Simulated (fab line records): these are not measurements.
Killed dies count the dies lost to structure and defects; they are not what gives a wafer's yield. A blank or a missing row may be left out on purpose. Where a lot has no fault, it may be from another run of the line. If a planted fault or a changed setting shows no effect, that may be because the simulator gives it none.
What tool caused it? || flow sky130 || 33 wafers from 11 lots sampled at 5 of the route's 708 steps

## WHAT THE GAUGES SHOWED, per wafer
SKY_VIA1_CD_MEAS_12: target cd 150 nm. Usual: 150.3 nm for cdNm, sd 2.1.
{"lot": "L614", "measured": "day 34 04:56", "on": "cdSem-02", "cdNm (nm)": "147.4 147.8 148.6", "flag": ""}
{"lot": "L616", "measured": "day 34 11:56", "on": "cdSem-01", "cdNm (nm)": "148.7 147.1 147.7", "flag": ""}
{"lot": "L621", "measured": "day 36 10:12", "on": "cdSem-02", "cdNm (nm)": "154.2 153.9 154.0", "flag": ""}
{"lot": "L623", "measured": "day 37 08:17", "on": "cdSem-01", "cdNm (nm)": "151.7 151.8 152.8", "flag": ""}
{"lot": "L626", "measured": "day 38 08:41", "on": "cdSem-02", "cdNm (nm)": "147.3 148.9 148.7", "flag": ""}
{"lot": "L625", "measured": "day 38 12:20", "on": "cdSem-02", "cdNm (nm)": "150.0 149.6 149.3", "flag": ""}
{"lot": "L627", "measured": "day 39 05:29", "on": "cdSem-01", "cdNm (nm)": "147.1 147.4 147.7", "flag": ""}
{"lot": "L629", "measured": "day 39 07:35", "on": "cdSem-01", "cdNm (nm)": "150.1 151.0 152.1", "flag": ""}
{"lot": "L630", "measured": "day 39 15:35", "on": "cdSem-01", "cdNm (nm)": "150.4 149.3 148.5", "flag": ""}
{"lot": "L633", "measured": "day 40 03:41", "on": "cdSem-01", "cdNm (nm)": "151.9 149.6 152.1", "flag": ""}
{"lot": "L634", "measured": "day 40 05:47", "on": "cdSem-02", "cdNm (nm)": "149.8 151.2 147.8", "flag": ""}

SKY_VIA3_BOW_MEAS_03. Usual: VIA3_BOW 79 um, standard deviation 7.8.
{"lot": "L614", "measured": "day 38 21:10", "on": "filmMetro-01", "VIA3_BOW (um)": "78 61 66", "flag": ""}
{"lot": "L616", "measured": "day 39 02:14", "on": "filmMetro-01", "VIA3_BOW (um)": "83 75 76", "flag": ""}
{"lot": "L621", "measured": "day 40 23:15", "on": "filmMetro-04", "VIA3_BOW (um)": "69 84 75", "flag": ""}
{"lot": "L623", "measured": "day 41 18:11", "on": "filmMetro-01", "VIA3_BOW (um)": "75 72 74", "flag": ""}
{"lot": "L626", "measured": "day 42 19:20", "on": "filmMetro-04", "VIA3_BOW (um)": "84 81 76", "flag": ""}
{"lot": "L625", "measured": "day 42 21:41", "on": "filmMetro-04", "VIA3_BOW (um)": "88 73 81", "flag": ""}
{"lot": "L627", "measured": "day 43 13:28", "on": "filmMetro-01", "VIA3_BOW (um)": "90 77 79", "flag": ""}
{"lot": "L629", "measured": "day 43 15:20", "on": "filmMetro-04", "VIA3_BOW (um)": "85 84 86", "flag": ""}
{"lot": "L630", "measured": "day 43 21:42", "on": "filmMetro-02", "VIA3_BOW (um)": "61 76 72", "flag": ""}
{"lot": "L633", "measured": "day 44 09:55", "on": "filmMetro-04", "VIA3_BOW (um)": "70 72 78", "flag": ""}
{"lot": "L634", "measured": "day 44 10:51", "on": "filmMetro-04", "VIA3_BOW (um)": "78 82 53", "flag": ""}

## EACH LOT AND THE TOOL THAT RAN IT (in order: tool; ch and the chambers of the sampled wafers; start)
{"lot": "L614", "SKY_METAL2_COAT_10": "lithoTrack-03 ch 0, day 34 19:00", "SKY_METAL2_STRIP_20": "plasmaAsher-04 ch 0,1, day 35 09:44", "SKY_CAPM_METAL_ETCH_13": "rieMetal-03 ch 0,1, day 37 16:53"}
{"lot": "L616", "SKY_METAL2_COAT_10": "lithoTrack-03 ch 0, day 35 02:00", "SKY_METAL2_STRIP_20": "plasmaAsher-02 ch 0,1, day 35 16:23", "SKY_CAPM_METAL_ETCH_13": "rieMetal-02 ch 0,1, day 37 22:44"}
{"lot": "L621", "SKY_METAL2_COAT_10": "lithoTrack-01 ch 0, day 37 00:00", "SKY_METAL2_STRIP_20": "plasmaAsher-02 ch 0,1, day 37 13:22", "SKY_CAPM_METAL_ETCH_13": "rieMetal-01 ch 0,1, day 39 19:29"}
{"lot": "L623", "SKY_METAL2_COAT_10": "lithoTrack-04 ch 0, day 37 21:00", "SKY_METAL2_STRIP_20": "plasmaAsher-02 ch 0,1, day 38 11:44", "SKY_CAPM_METAL_ETCH_13": "rieMetal-02 ch 0,1, day 40 16:11"}
{"lot": "L626", "SKY_METAL2_COAT_10": "lithoTrack-04 ch 0, day 38 23:00", "SKY_METAL2_STRIP_20": "plasmaAsher-02 ch 0,1, day 39 12:32", "SKY_CAPM_METAL_ETCH_13": "rieMetal-02 ch 0,1, day 41 16:17"}
{"lot": "L625", "SKY_METAL2_COAT_10": "lithoTrack-04 ch 0, day 39 02:00", "SKY_METAL2_STRIP_20": "plasmaAsher-03 ch 0,1, day 39 15:38", "SKY_CAPM_METAL_ETCH_13": "rieMetal-01 ch 0,1, day 41 19:41"}
{"lot": "L627", "SKY_METAL2_COAT_10": "lithoTrack-04 ch 0, day 39 19:00", "SKY_METAL2_STRIP_20": "plasmaAsher-03 ch 0,1, day 40 08:36", "SKY_CAPM_METAL_ETCH_13": "rieMetal-03 ch 0,1, day 42 12:16"}
{"lot": "L629", "SKY_METAL2_COAT_10": "lithoTrack-04 ch 0, day 39 21:00", "SKY_METAL2_STRIP_20": "plasmaAsher-02 ch 1, day 40 10:58", "SKY_CAPM_METAL_ETCH_13": "rieMetal-02 ch 0, day 42 13:44"}
{"lot": "L630", "SKY_METAL2_COAT_10": "lithoTrack-04 ch 0, day 40 05:00", "SKY_METAL2_STRIP_20": "plasmaAsher-02 ch 0,1, day 40 18:38", "SKY_CAPM_METAL_ETCH_13": "rieMetal-01 ch 0,1, day 42 20:23"}
{"lot": "L633", "SKY_METAL2_COAT_10": "lithoTrack-03 ch 0, day 40 17:00", "SKY_METAL2_STRIP_20": "plasmaAsher-04 ch 0,1, day 41 05:59", "SKY_CAPM_METAL_ETCH_13": "rieMetal-01 ch 0,1, day 43 08:26"}
{"lot": "L634", "SKY_METAL2_COAT_10": "lithoTrack-03 ch 0, day 40 19:00", "SKY_METAL2_STRIP_20": "plasmaAsher-02 ch 0,1, day 41 08:06", "SKY_CAPM_METAL_ETCH_13": "rieMetal-03 ch 0,1, day 43 10:18"}
- SKY_METAL2_COAT_10: resist thk 450 nm.
- SKY_METAL2_STRIP_20: strips in O2/N2.
- SKY_CAPM_METAL_ETCH_13: etches TiN in Cl2/BCl3, stops on SiO2, target depth 220 nm, time 62.9 s.

## AS READ BY THE TOOLS THEMSELVES (means over the sampled wafers that have a number; for cases with no such wafer, the mark the record gives instead)
SKY_METAL2_COAT_10. Usual: 2999.7 rpm for spinSpeedRpm, sd 2.
{"lot": "L614", "tool": "lithoTrack-03", "spinSpeedRpm (rpm)": 2999.9, "flag": ""}
{"lot": "L616", "tool": "lithoTrack-03", "spinSpeedRpm (rpm)": 3001.4, "flag": ""}
{"lot": "L621", "tool": "lithoTrack-01", "spinSpeedRpm (rpm)": 2999.6, "flag": ""}
{"lot": "L623", "tool": "lithoTrack-04", "spinSpeedRpm (rpm)": 2998.6, "flag": ""}
{"lot": "L626", "tool": "lithoTrack-04", "spinSpeedRpm (rpm)": 2999.6, "flag": ""}
{"lot": "L625", "tool": "lithoTrack-04", "spinSpeedRpm (rpm)": 3000.6, "flag": ""}
{"lot": "L627", "tool": "lithoTrack-04", "spinSpeedRpm (rpm)": 2577.7, "flag": "OFF"}
{"lot": "L629", "tool": "lithoTrack-04", "spinSpeedRpm (rpm)": 2575.6, "flag": "OFF"}
{"lot": "L630", "tool": "lithoTrack-04", "spinSpeedRpm (rpm)": 2578.6, "flag": "OFF"}
{"lot": "L633", "tool": "lithoTrack-03", "spinSpeedRpm (rpm)": 2997.8, "flag": ""}
{"lot": "L634", "tool": "lithoTrack-03", "spinSpeedRpm (rpm)": 2997.4, "flag": ""}

SKY_METAL2_STRIP_20. Usual: drypumpMotorCurrentA 5.6 A, standard deviation 0.32; oesProductAu 0.342 a.u., standard deviation 0.0052; stripTimeToEndpointS 2.67 s, standard deviation 0.058.
{"lot": "L614", "tool": "plasmaAsher-04", "drypumpMotorCurrentA (A)": 5.2, "oesProductAu (a.u.)": 0.345, "stripTimeToEndpointS (s)": 2.66, "flag": ""}
{"lot": "L616", "tool": "plasmaAsher-02", "drypumpMotorCurrentA (A)": 5.6, "oesProductAu (a.u.)": 0.341, "stripTimeToEndpointS (s)": 2.67, "flag": ""}
{"lot": "L621", "tool": "plasmaAsher-02", "drypumpMotorCurrentA (A)": 5.6, "oesProductAu (a.u.)": 0.342, "stripTimeToEndpointS (s)": 2.63, "flag": ""}
{"lot": "L623", "tool": "plasmaAsher-02", "drypumpMotorCurrentA (A)": 5.6, "oesProductAu (a.u.)": 0.342, "stripTimeToEndpointS (s)": 2.70, "flag": ""}
{"lot": "L626", "tool": "plasmaAsher-02", "drypumpMotorCurrentA (A)": 5.6, "oesProductAu (a.u.)": 0.347, "stripTimeToEndpointS (s)": 2.71, "flag": ""}
{"lot": "L625", "tool": "plasmaAsher-03", "drypumpMotorCurrentA (A)": 5.9, "oesProductAu (a.u.)": 0.344, "stripTimeToEndpointS (s)": 2.70, "flag": ""}
{"lot": "L627", "tool": "plasmaAsher-03", "drypumpMotorCurrentA (A)": 5.9, "oesProductAu (a.u.)": 0.361, "stripTimeToEndpointS (s)": 3.03, "flag": "OFF"}
{"lot": "L629", "tool": "plasmaAsher-02", "drypumpMotorCurrentA (A)": 5.5, "oesProductAu (a.u.)": 0.352, "stripTimeToEndpointS (s)": 3.02, "flag": "OFF"}
{"lot": "L630", "tool": "plasmaAsher-02", "drypumpMotorCurrentA (A)": 5.6, "oesProductAu (a.u.)": 0.360, "stripTimeToEndpointS (s)": 3.01, "flag": "OFF"}
{"lot": "L633", "tool": "plasmaAsher-04", "drypumpMotorCurrentA (A)": 5.1, "oesProductAu (a.u.)": 0.345, "stripTimeToEndpointS (s)": 2.72, "flag": ""}
{"lot": "L634", "tool": "plasmaAsher-02", "drypumpMotorCurrentA (A)": 5.6, "oesProductAu (a.u.)": 0.336, "stripTimeToEndpointS (s)": 2.55, "flag": ""}

SKY_CAPM_METAL_ETCH_13. Usual: bcl3FlowSccm 30.00 sccm, standard deviation 0.094; drypumpMotorCurrentA 5.5 A, standard deviation 0.45; oesProductAu 0.941 a.u., standard deviation 0.0074; throttleValvePct 21.902 %, standard deviation 0.01.
{"lot": "L614", "tool": "rieMetal-03", "bcl3FlowSccm (sccm)": 29.86, "drypumpMotorCurrentA (A)": 5.2, "oesProductAu (a.u.)": 0.940, "throttleValvePct (%)": 21.900, "flag": ""}
{"lot": "L616", "tool": "rieMetal-02", "bcl3FlowSccm (sccm)": 29.96, "drypumpMotorCurrentA (A)": 5.9, "oesProductAu (a.u.)": 0.940, "throttleValvePct (%)": 21.902, "flag": ""}
{"lot": "L621", "tool": "rieMetal-01", "bcl3FlowSccm (sccm)": 30.03, "drypumpMotorCurrentA (A)": 5.4, "oesProductAu (a.u.)": 0.930, "throttleValvePct (%)": 21.905, "flag": ""}
{"lot": "L623", "tool": "rieMetal-02", "bcl3FlowSccm (sccm)": 29.94, "drypumpMotorCurrentA (A)": 6.0, "oesProductAu (a.u.)": 0.937, "throttleValvePct (%)": 21.904, "flag": ""}
{"lot": "L626", "tool": "rieMetal-02", "bcl3FlowSccm (sccm)": 30.08, "drypumpMotorCurrentA (A)": 5.9, "oesProductAu (a.u.)": 0.933, "throttleValvePct (%)": 21.906, "flag": ""}
{"lot": "L625", "tool": "rieMetal-01", "bcl3FlowSccm (sccm)": 29.96, "drypumpMotorCurrentA (A)": 5.2, "oesProductAu (a.u.)": 0.947, "throttleValvePct (%)": 21.896, "flag": ""}
{"lot": "L627", "tool": "rieMetal-03", "bcl3FlowSccm (sccm)": 29.99, "drypumpMotorCurrentA (A)": 5.5, "oesProductAu (a.u.)": 0.950, "throttleValvePct (%)": 21.899, "flag": ""}
{"lot": "L629", "tool": "rieMetal-02", "bcl3FlowSccm (sccm)": 29.85, "drypumpMotorCurrentA (A)": 6.2, "oesProductAu (a.u.)": 0.940, "throttleValvePct (%)": 21.894, "flag": ""}
{"lot": "L630", "tool": "rieMetal-01", "bcl3FlowSccm (sccm)": 30.02, "drypumpMotorCurrentA (A)": 5.4, "oesProductAu (a.u.)": 0.942, "throttleValvePct (%)": 21.896, "flag": ""}
{"lot": "L633", "tool": "rieMetal-01", "bcl3FlowSccm (sccm)": 30.04, "drypumpMotorCurrentA (A)": 5.4, "oesProductAu (a.u.)": 0.939, "throttleValvePct (%)": 21.900, "flag": ""}
{"lot": "L634", "tool": "rieMetal-03", "bcl3FlowSccm (sccm)": 30.00, "drypumpMotorCurrentA (A)": 5.5, "oesProductAu (a.u.)": 0.947, "throttleValvePct (%)": 21.886, "flag": ""}

## THE ANSWER, worked out from the rows above alone
Rule: lot off if the mean of its wafers having a number is beyond 3 standard deviations from the usual mean. Also off: a lot with no number at a reading for which 4 or more lots have one. Where the step has rows for the other lots, those lots are counted as sound. After the gauges, taken in route order, come the tools' own readings; for these a lot's mean is taken, as printed above. At the first step where some lot is off, the reading lying furthest off is the one used; lots without a number count as furthest.
Off: L627, L629, L630 (SKY_METAL2_COAT_10, spinSpeedRpm).
If a tool, at that step or one of the process steps before it, ran each lot that is off and ran no sound lot following the first of them, it fits. One fits: SKY_METAL2_COAT_10 on lithoTrack-04. A fault onset in the window from L625 (day 39 02:00, its last sound lot) to L627 (day 39 19:00, its first lot off) fits.
The tool's own readings at SKY_METAL2_COAT_10 bear it out: on the lots that are off they differ by more than 5 times the standard deviation of the sound lots' means. spinSpeedRpm reads 2577.3 rpm there against 2999.4 rpm on the sound lots.

## WHAT WAS PUT IN BY THE SIMULATOR
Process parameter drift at SKY_METAL2_COAT_10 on lithoTrack-04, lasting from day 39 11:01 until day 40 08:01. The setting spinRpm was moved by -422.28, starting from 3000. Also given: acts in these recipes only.
Lots struck among those shown: L627, L629, L630. The rule above found the same.
